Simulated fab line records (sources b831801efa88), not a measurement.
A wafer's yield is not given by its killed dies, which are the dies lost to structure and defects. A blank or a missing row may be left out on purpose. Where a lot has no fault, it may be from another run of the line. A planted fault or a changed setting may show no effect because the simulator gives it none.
Which tool did it? :: flow sfqLine :: 15 lots with 45 wafers sampled at 4 steps, on a route of 325 steps

== WHAT THE GAUGES SHOWED, per wafer ==
The record lacks any reading of a measuring or inspecting step that a usual standard deviation could be used to judge.

== WHAT TOOL EACH LOT RAN ON (gives the tool, then ch and the chambers of the sampled wafers, and finally the start) ==
lot: L992
SFQ_TRILAYER_I5_BARC_OPEN_VIA_ETCH_200: rieDiel-02 ch 2,3, day 59 13:26
SFQ_TRILAYER_M6_DEP_SPUTTER_157: pvdSputter-03, day 59 17:34
SFQ_TRILAYER_M6_LITHO_PEB_162: lithoTrack-04 ch 0, day 64 11:43
SFQ_TRILAYER_I6_CMP_CMP_166: cmp-02 ch 2,3, day 64 13:04

lot: L996
SFQ_TRILAYER_I5_BARC_OPEN_VIA_ETCH_200: rieDiel-03 ch 0,2,3, day 61 05:54
SFQ_TRILAYER_M6_DEP_SPUTTER_157: pvdSputter-03, day 61 11:53
SFQ_TRILAYER_M6_LITHO_PEB_162: lithoTrack-02 ch 0, day 66 08:10
SFQ_TRILAYER_I6_CMP_CMP_166: cmp-02 ch 1,2, day 66 09:58

lot: L997
SFQ_TRILAYER_I5_BARC_OPEN_VIA_ETCH_200: rieDiel-03 ch 0,1,2, day 61 10:42
SFQ_TRILAYER_M6_DEP_SPUTTER_157: pvdSputter-03, day 61 17:56
SFQ_TRILAYER_M6_LITHO_PEB_162: lithoTrack-04 ch 0, day 66 15:19
SFQ_TRILAYER_I6_CMP_CMP_166: cmp-01 ch 0,1,3, day 66 16:40

lot: L101
SFQ_TRILAYER_I5_BARC_OPEN_VIA_ETCH_200: rieDiel-01 ch 0,1, day 63 08:18
SFQ_TRILAYER_M6_DEP_SPUTTER_157: pvdSputter-05, day 63 14:22
SFQ_TRILAYER_M6_LITHO_PEB_162: lithoTrack-04, day 68 10:20
SFQ_TRILAYER_I6_CMP_CMP_166: cmp-02 ch 0,1, day 68 11:40

lot: L102
SFQ_TRILAYER_I5_BARC_OPEN_VIA_ETCH_200: rieDiel-02 ch 1,2, day 63 17:54
SFQ_TRILAYER_M6_DEP_SPUTTER_157: pvdSputter-05, day 63 23:52
SFQ_TRILAYER_M6_LITHO_PEB_162: lithoTrack-01, day 68 23:31
SFQ_TRILAYER_I6_CMP_CMP_166: cmp-01 ch 0,1,3, day 69 01:52

lot: L103
SFQ_TRILAYER_I5_BARC_OPEN_VIA_ETCH_200: rieDiel-02 ch 0,1,2, day 63 23:54
SFQ_TRILAYER_M6_DEP_SPUTTER_157: pvdSputter-04, day 64 04:19
SFQ_TRILAYER_M6_LITHO_PEB_162: lithoTrack-01, day 69 05:34
SFQ_TRILAYER_I6_CMP_CMP_166: cmp-02 ch 0,3, day 69 06:53

lot: L104
SFQ_TRILAYER_I5_BARC_OPEN_VIA_ETCH_200: rieDiel-02 ch 0,1,2, day 64 08:26
SFQ_TRILAYER_M6_DEP_SPUTTER_157: pvdSputter-04, day 64 12:41
SFQ_TRILAYER_M6_LITHO_PEB_162: lithoTrack-04 ch 0, day 69 13:55
SFQ_TRILAYER_I6_CMP_CMP_166: cmp-01 ch 0,1,3, day 69 15:16

lot: L105
SFQ_TRILAYER_I5_BARC_OPEN_VIA_ETCH_200: rieDiel-01 ch 0,3, day 65 01:14
SFQ_TRILAYER_M6_DEP_SPUTTER_157: pvdSputter-03, day 65 05:22
SFQ_TRILAYER_M6_LITHO_PEB_162: lithoTrack-02 ch 0, day 70 01:53
SFQ_TRILAYER_I6_CMP_CMP_166: cmp-02 ch 0,2, day 70 05:29

lot: L108
SFQ_TRILAYER_I5_BARC_OPEN_VIA_ETCH_200: rieDiel-01 ch 0,3, day 67 02:26
SFQ_TRILAYER_M6_DEP_SPUTTER_157: pvdSputter-03, day 67 06:34
SFQ_TRILAYER_M6_LITHO_PEB_162: lithoTrack-01 ch 0, day 71 14:01
SFQ_TRILAYER_I6_CMP_CMP_166: cmp-01 ch 1,3, day 71 18:46

lot: L109
SFQ_TRILAYER_I5_BARC_OPEN_VIA_ETCH_200: rieDiel-03 ch 1,2, day 67 04:50
SFQ_TRILAYER_M6_DEP_SPUTTER_157: pvdSputter-04, day 67 09:00
SFQ_TRILAYER_M6_LITHO_PEB_162: lithoTrack-01 ch 0, day 71 16:26
SFQ_TRILAYER_I6_CMP_CMP_166: cmp-01 ch 1,2,3, day 71 21:16

lot: L110
SFQ_TRILAYER_I5_BARC_OPEN_VIA_ETCH_200: rieDiel-02 ch 0,1,2, day 67 15:45
SFQ_TRILAYER_M6_DEP_SPUTTER_157: pvdSputter-04, day 67 22:11
SFQ_TRILAYER_M6_LITHO_PEB_162: lithoTrack-01 ch 0, day 72 04:28
SFQ_TRILAYER_I6_CMP_CMP_166: cmp-01 ch 1,2, day 72 07:51

lot: L112
SFQ_TRILAYER_I5_BARC_OPEN_VIA_ETCH_200: rieDiel-01 ch 0,1,3, day 69 07:02
SFQ_TRILAYER_M6_DEP_SPUTTER_157: pvdSputter-05, day 73 11:17
SFQ_TRILAYER_M6_LITHO_PEB_162: lithoTrack-04 ch 0, day 73 14:20
SFQ_TRILAYER_I6_CMP_CMP_166: cmp-01 ch 2,3, day 73 15:43

lot: L113
SFQ_TRILAYER_I5_BARC_OPEN_VIA_ETCH_200: rieDiel-01 ch 0,1,3, day 69 13:02
SFQ_TRILAYER_M6_DEP_SPUTTER_157: pvdSputter-04, day 73 13:41
SFQ_TRILAYER_M6_LITHO_PEB_162: lithoTrack-02 ch 0, day 73 15:55
SFQ_TRILAYER_I6_CMP_CMP_166: cmp-02 ch 1,3, day 73 17:47

lot: L114
SFQ_TRILAYER_I5_BARC_OPEN_VIA_ETCH_200: rieDiel-03 ch 0,1,3, day 69 21:26
SFQ_TRILAYER_M6_DEP_SPUTTER_157: pvdSputter-03, day 73 17:17
SFQ_TRILAYER_M6_LITHO_PEB_162: lithoTrack-01 ch 0, day 73 19:31
SFQ_TRILAYER_I6_CMP_CMP_166: cmp-01 ch 0,1,2, day 73 21:07

lot: L115
SFQ_TRILAYER_I5_BARC_OPEN_VIA_ETCH_200: rieDiel-02 ch 0,1,3, day 69 22:38
SFQ_TRILAYER_M6_DEP_SPUTTER_157: pvdSputter-04, day 73 20:53
SFQ_TRILAYER_M6_LITHO_PEB_162: lithoTrack-04 ch 0, day 74 00:16
SFQ_TRILAYER_I6_CMP_CMP_166: cmp-02 ch 0,2,3, day 74 02:38
- SFQ_TRILAYER_I5_BARC_OPEN_VIA_ETCH_200: etches BARC in O2, target depth 125 nm, time 41.7 s.
- SFQ_TRILAYER_M6_DEP_SPUTTER_157: material Nb, target thk 200 nm, time 133.3 s.
- SFQ_TRILAYER_M6_LITHO_PEB_162: peb time 60 s.
- SFQ_TRILAYER_I6_CMP_CMP_166: polishes SiO2.

== WHAT THE TOOLS THEMSELVES READ (means of the sampled wafers that have a number; where no wafer has one, the mark that the record gives instead) ==
SFQ_TRILAYER_I5_BARC_OPEN_VIA_ETCH_200.
lot: L992
tool: rieDiel-02
drypumpMotorCurrentA (A): 5.2
oesProductAu (a.u.): 0.685

lot: L996
tool: rieDiel-03
drypumpMotorCurrentA (A): 5.7
oesProductAu (a.u.): 0.683

lot: L997
tool: rieDiel-03
drypumpMotorCurrentA (A): 5.6
oesProductAu (a.u.): 0.682

lot: L101
tool: rieDiel-01
drypumpMotorCurrentA (A): 5.4
oesProductAu (a.u.): 0.684

lot: L102
tool: rieDiel-02
drypumpMotorCurrentA (A): 5.2
oesProductAu (a.u.): 0.683

lot: L103
tool: rieDiel-02
drypumpMotorCurrentA (A): 5.4
oesProductAu (a.u.): 0.683

lot: L104
tool: rieDiel-02
drypumpMotorCurrentA (A): 5.4
oesProductAu (a.u.): 0.681

lot: L105
tool: rieDiel-01
drypumpMotorCurrentA (A): 6.0
oesProductAu (a.u.): 0.681

lot: L108
tool: rieDiel-01
drypumpMotorCurrentA (A): 6.0
oesProductAu (a.u.): 0.684

lot: L109
tool: rieDiel-03
drypumpMotorCurrentA (A): 5.7
oesProductAu (a.u.): 0.681

lot: L110
tool: rieDiel-02
drypumpMotorCurrentA (A): 5.4
oesProductAu (a.u.): 0.684

lot: L112
tool: rieDiel-01
drypumpMotorCurrentA (A): 5.7
oesProductAu (a.u.): 0.680

lot: L113
tool: rieDiel-01
drypumpMotorCurrentA (A): 5.7
oesProductAu (a.u.): 0.678

lot: L114
tool: rieDiel-03
drypumpMotorCurrentA (A): 5.6
oesProductAu (a.u.): 0.683

lot: L115
tool: rieDiel-02
drypumpMotorCurrentA (A): 5.5
oesProductAu (a.u.): 0.676

SFQ_TRILAYER_M6_DEP_SPUTTER_157.
lot: L992
tool: pvdSputter-03
throttleValvePct (%): 30.6

lot: L996
tool: pvdSputter-03
throttleValvePct (%): 30.5

lot: L997
tool: pvdSputter-03
throttleValvePct (%): 30.7

lot: L101
tool: pvdSputter-05
throttleValvePct (%): 30.2

lot: L102
tool: pvdSputter-05
throttleValvePct (%): 31.0

lot: L103
tool: pvdSputter-04
throttleValvePct (%): 31.1

lot: L104
tool: pvdSputter-04
throttleValvePct (%): 31.3

lot: L105
tool: pvdSputter-03
throttleValvePct (%): 31.0

lot: L108
tool: pvdSputter-03
throttleValvePct (%): 30.2

lot: L109
tool: pvdSputter-04
throttleValvePct (%): 30.3

lot: L110
tool: pvdSputter-04
throttleValvePct (%): 30.1

lot: L112
tool: pvdSputter-05
throttleValvePct (%): 30.9

lot: L113
tool: pvdSputter-04
throttleValvePct (%): 30.1

lot: L114
tool: pvdSputter-03
throttleValvePct (%): 30.1

lot: L115
tool: pvdSputter-04
throttleValvePct (%): 30.6

SFQ_TRILAYER_M6_LITHO_PEB_162.
lot: L992
tool: lithoTrack-04
chillPlateTempC (C): 23.00
exhaustPa (Pa): 44.0

lot: L996
tool: lithoTrack-02
chillPlateTempC (C): 23.13
exhaustPa (Pa): 43.1

lot: L997
tool: lithoTrack-04
chillPlateTempC (C): 22.89
exhaustPa (Pa): 45.1

lot: L101
tool: lithoTrack-04
chillPlateTempC (C): -
exhaustPa (Pa): -

lot: L102
tool: lithoTrack-01
chillPlateTempC (C): -
exhaustPa (Pa): -

lot: L103
tool: lithoTrack-01
chillPlateTempC (C): -
exhaustPa (Pa): -

lot: L104
tool: lithoTrack-04
chillPlateTempC (C): 23.04
exhaustPa (Pa): 44.5

lot: L105
tool: lithoTrack-02
chillPlateTempC (C): 23.00
exhaustPa (Pa): 46.5

lot: L108
tool: lithoTrack-01
chillPlateTempC (C): 22.94
exhaustPa (Pa): 45.4

lot: L109
tool: lithoTrack-01
chillPlateTempC (C): 22.92
exhaustPa (Pa): 45.3

lot: L110
tool: lithoTrack-01
chillPlateTempC (C): 22.91
exhaustPa (Pa): 44.5

lot: L112
tool: lithoTrack-04
chillPlateTempC (C): 22.80
exhaustPa (Pa): 45.1

lot: L113
tool: lithoTrack-02
chillPlateTempC (C): 22.90
exhaustPa (Pa): 45.0

lot: L114
tool: lithoTrack-01
chillPlateTempC (C): 22.99
exhaustPa (Pa): 46.5

lot: L115
tool: lithoTrack-04
chillPlateTempC (C): 23.13
exhaustPa (Pa): 45.7

SFQ_TRILAYER_I6_CMP_CMP_166.
lot: L992
tool: cmp-02
motorCurrentA (A): 11.3
timeToEndpointS (s): 216

lot: L996
tool: cmp-02
motorCurrentA (A): 11.4
timeToEndpointS (s): 219

lot: L997
tool: cmp-01
motorCurrentA (A): 10.2
timeToEndpointS (s): 211

lot: L101
tool: cmp-02
motorCurrentA (A): 10.4
timeToEndpointS (s): 216

lot: L102
tool: cmp-01
motorCurrentA (A): 10.4
timeToEndpointS (s): 219

lot: L103
tool: cmp-02
motorCurrentA (A): 10.5
timeToEndpointS (s): 212

lot: L104
tool: cmp-01
motorCurrentA (A): 10.4
timeToEndpointS (s): 211

lot: L105
tool: cmp-02
motorCurrentA (A): 11.2
timeToEndpointS (s): 213

lot: L108
tool: cmp-01
motorCurrentA (A): 9.8
timeToEndpointS (s): 217

lot: L109
tool: cmp-01
motorCurrentA (A): 9.2
timeToEndpointS (s): 208

lot: L110
tool: cmp-01
motorCurrentA (A): 9.0
timeToEndpointS (s): 211

lot: L112
tool: cmp-01
motorCurrentA (A): 8.8
timeToEndpointS (s): 217

lot: L113
tool: cmp-02
motorCurrentA (A): 10.4
timeToEndpointS (s): 213

lot: L114
tool: cmp-01
motorCurrentA (A): 9.8
timeToEndpointS (s): 218

lot: L115
tool: cmp-02
motorCurrentA (A): 10.9
timeToEndpointS (s): 211

== THE ANSWER, worked out from the rows above alone ==
Rule: the lots themselves supply what counts as usual. Put in order of their means at a reading, lots are off if they are a third of the lots or fewer, leave a main group of 4 or more, and stand apart from it by a gap of 3 or more times the standard deviation of the main group's means; of several such gaps the widest counts. A main group whose means are all the same, to the digits that the tables above print for the reading, isn't used. A lot without any number at a reading at which 4 lots or more have one is off too. Any other lot the step has rows for is counted as sound. First the gauges in route order, then the tools' own readings, where a lot's mean is used as printed above. The first step at which some lot is off is used, and at that step the reading that is off furthest; a lot without a number counts as furthest.
Off, at SFQ_TRILAYER_M6_LITHO_PEB_162 on chillPlateTempC: L101, L102, L103. Without a number there: L101, L102, L103. Main group: mean 22.97 C, sd 0.094.
A tool fits if, at that step or a process step before it, it ran every lot that is off, and no sound lot after the first of them. None of those tried fits.

== WHAT THE SIMULATOR PUT IN ==
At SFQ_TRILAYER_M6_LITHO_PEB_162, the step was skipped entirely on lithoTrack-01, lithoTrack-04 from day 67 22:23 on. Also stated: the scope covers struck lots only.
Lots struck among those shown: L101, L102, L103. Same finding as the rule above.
